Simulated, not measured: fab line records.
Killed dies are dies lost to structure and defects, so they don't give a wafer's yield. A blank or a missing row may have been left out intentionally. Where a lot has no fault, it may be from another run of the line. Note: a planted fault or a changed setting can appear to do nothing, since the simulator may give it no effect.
Matching of chambers || flow sky130 || pecvd-01 running SKY_PASSIVATION_CVD_02: 3 sister chambers
The step deposits Si3N4, target thk 540 nm. 3 wafers are shown with their chamber, then 7 later ones without.

EACH WAFER AND ITS CHAMBER
{"wafer": "L086.4", "chamber": 0, "heater-power-w (W)": 721}
{"wafer": "L088.5", "chamber": 2, "heater-power-w (W)": 831}
{"wafer": "L090.4", "chamber": 1, "heater-power-w (W)": 668}

WAFERS WITH NO CHAMBER GIVEN
{"wafer": "L090.5", "heater-power-w (W)": 723}
{"wafer": "L093.2", "heater-power-w (W)": 785}
{"wafer": "L093.3", "heater-power-w (W)": 605}
{"wafer": "L093.4", "heater-power-w (W)": 676}
{"wafer": "L096.1", "heater-power-w (W)": 845}
{"wafer": "L096.4", "heater-power-w (W)": 696}
{"wafer": "L096.6", "heater-power-w (W)": 666}

WHICH CHAMBER EACH WENT THROUGH
{"wafer": "L090.5", "from the rows above": "can't be placed: 0 or 1", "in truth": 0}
{"wafer": "L093.2", "from the rows above": "can't be placed: 2 or 0", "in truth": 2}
{"wafer": "L093.3", "from the rows above": "can't be placed: 1 or 0", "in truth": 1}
{"wafer": "L093.4", "from the rows above": "can't be placed: 1 or 0", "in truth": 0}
{"wafer": "L096.1", "from the rows above": 2, "in truth": 2}
{"wafer": "L096.4", "from the rows above": "can't be placed: 0 or 1", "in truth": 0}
{"wafer": "L096.6", "from the rows above": "can't be placed: 1 or 0", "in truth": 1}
Correctly placed: 1 of 7. Cannot be placed on the basis of these rows: 6; the candidates contain the true chamber in 6. Placed wrongly: 0.
How it was worked out, from the rows above alone: a wafer's distance from a chamber is the root of the sum, over the readings, of the square of ((its reading less the chamber's mean) divided by the reading's scatter). If the next closest chamber is less than 2 further off than the closest, the wafer can't be placed; otherwise it belongs to the closest. Each chamber's mean is taken over the wafers shown for it. The scatter: with one shown wafer a chamber, the root of the mean of the squares of how far each hidden wafer lies from its nearest shown one.
